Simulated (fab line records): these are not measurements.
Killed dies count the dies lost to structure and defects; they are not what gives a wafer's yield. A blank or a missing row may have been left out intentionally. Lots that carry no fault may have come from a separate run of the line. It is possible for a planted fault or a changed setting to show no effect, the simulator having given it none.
A lot that was struck, set against a sound lot    flow sky130    22 steps out of a route of 708
Sound: wafers L546.1, L546.3, L546.5. Struck: wafers L541.1, L541.3, L541.5. Last of all comes the cause.
For every step that has rows: the tool of each side, followed by ch and its chambers, followed by its first start. Under that, the readings that differ: sound wafers    struck wafers    difference of the means    sigmas: that difference in standard deviations of wafers without a fault.
alike: same words and numbers on both sides, and readings whose means sit less than 2 such deviations apart. not compared: any withheld reading, any reading some wafer has no value for, any bound like >300 that may hide the same value, and any number with overlapping values for which the record gives no deviation.
The two part at a step that has a row with sigmas, a row that says differs or no value, or rows on one side only. Numbers that don't overlap but have no deviation are shown without sigmas and don't part them. Lack of a reading on every wafer of one side parts them only where that side has two or more wafers.

first, 2 steps without rows for these wafers: SKY_CAPM_PEB_10; SKY_CAPM_DEVELOP_11 (develop time 60 s).
SKY_CAPM_OVL_MEAS_12:
  struck on overlay-02, day 41 14:27; sound on overlay-02, day 43 00:45
  alike: CAPM_OVL
SKY_CAPM_METAL_ETCH_13: etches TiN in Cl2/BCl3, stops on SiO2, target depth 220 nm, time 62.9 s.
  sound on rie-metal-04 ch 0,1, day 43 00:47; struck on rie-metal-02 ch 0,1, day 41 14:29
  alike: drypump-motor-current-A, oes-product-au, throttle-valve-pct
  not compared: rf-hours-counter-h
SKY_CAPM_STRIP_14: strips in O2/N2.
  sound on plasma-asher-04 ch 0,1, day 43 00:52; struck on plasma-asher-03 ch 1, day 41 14:34
  alike: drypump-motor-current-A, o2-flow-sccm, oes-product-au, strip-time-to-endpoint-s
  not compared: rf-hours-counter-h
then, 7 steps without rows for these wafers: SKY_CAPM_STRIP_15 (strips in post etch residue remover, time 1200 s); SKY_CAPM_CLEAN_16 (cleans in IPA, time 180 s); SKY_CAPM_CLEAN_17 (cleans in O3/DIW); SKY_METAL3_DEHYDRATE_05 (time 60 s); SKY_METAL3_HMDS_06 (prime time 60 s); SKY_METAL3_COAT_07 (resist thk 60 nm); SKY_METAL3_COAT_08 (resist thk 1140 nm).
SKY_METAL3_SOFTBAKE_09: time 90 s.
  sound on litho-track-02 ch 0, day 43 13:00; struck on litho-track-03 ch 0, day 42 02:00
reading                   sound                struck             difference  sigmas
heater-power-total-W (W)  57.45 57.33 57.40    53.61 53.71 53.86  -3.67       -31
plate-temp-C (C)          100.10 99.98 100.13  95.73 95.67 95.55  -4.42       -32
  alike: chill-plate-temp-C
then, 2 steps without rows for these wafers: SKY_METAL3_EXPOSE_10 (exposes mask MM3, target cd 300 nm); SKY_METAL3_PEB_11.
SKY_METAL3_DEVELOP_12: develop time 60 s.
  sound on litho-track-03 ch 0; struck on litho-track-03 ch 0
reading                                        sound           struck          difference  sigmas
model.KrF-thick_of_METAL3_COAT_08.thk-nm (nm)  1128 1129 1127  1135 1134 1131  +5          
  alike: chill-plate-temp-C
SKY_METAL3_CD_MEAS_13: target cd 300 nm.
  struck on cd-sem-01, day 42 14:49; sound on cd-sem-01, day 43 23:43
  alike: cd-nm
SKY_METAL3_OVL_MEAS_14:
  struck on overlay-01, day 42 14:56; sound on overlay-01, day 43 23:50
  alike: METAL3_OVL
SKY_METAL3_DESCUM_15: chemistry O2, time 8 s.
  sound on rie-metal-04 ch 0,1, day 43 23:53; struck on rie-metal-04 ch 1, day 42 14:59
  alike: drypump-motor-current-A, oes-product-au
  not compared: rf-hours-counter-h
SKY_METAL3_ETCH_16: etches BARC in N2/H2, stops on SiO2, time 88.2 s, target depth 60 nm.
  sound on rie-metal-04 ch 0,1, day 43 23:55; struck on rie-metal-04 ch 1, day 42 15:01
reading                                        sound           struck          difference  sigmas
model.KrF-thick_of_METAL3_COAT_08.thk-nm (nm)  1079 1079 1077  1086 1085 1083  +6          
  alike: drypump-motor-current-A, oes-product-au, throttle-valve-pct
  not compared: rf-hours-counter-h
SKY_METAL3_ETCH_17: etches SiO2 in C4F8/O2/Ar, stops on TiN, time 3.9 s, target depth 15 nm.
  sound on rie-diel-01 ch 0,3, day 44 00:01; struck on rie-diel-03 ch 0,2,3, day 42 15:07
  alike: oes-product-au
  not compared: rf-hours-counter-h
-- the record jumps here: 6 days lie between the struck wafers' starts before and after (it left off in module METAL3 and takes up again in module PAD_OPEN, whose first step shown is number 708 of the route) --
SKY_PAD_OPEN_PROBE_99:
  struck on prober-02, day 49 02:53; sound on prober-01, day 50 05:00
reading                sound        struck       difference  sigmas
sort_bin_6_memory (%)  9.3 8.1 5.5  6.1 4.5 5.7  -2.2        -2
  alike: defect-limited-yield, killed_at_M0_to_M3, killed_at_M4_up, killed-at-contacts, killed-at-front-end, killed-at-other, killed-dies, killed-open, killed-short, sort_bin_3_pad_short, sort_bin_5_function, sort-n-pass, sort-yield-pct

## WHERE THEY PART
Last at SKY_PAD_OPEN_PROBE_99 as far as this record goes, first at SKY_METAL3_SOFTBAKE_09.

WHY: what had been put in by the simulator
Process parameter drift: litho-track-03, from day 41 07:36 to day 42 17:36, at SKY_METAL3_SOFTBAKE_09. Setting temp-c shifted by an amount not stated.
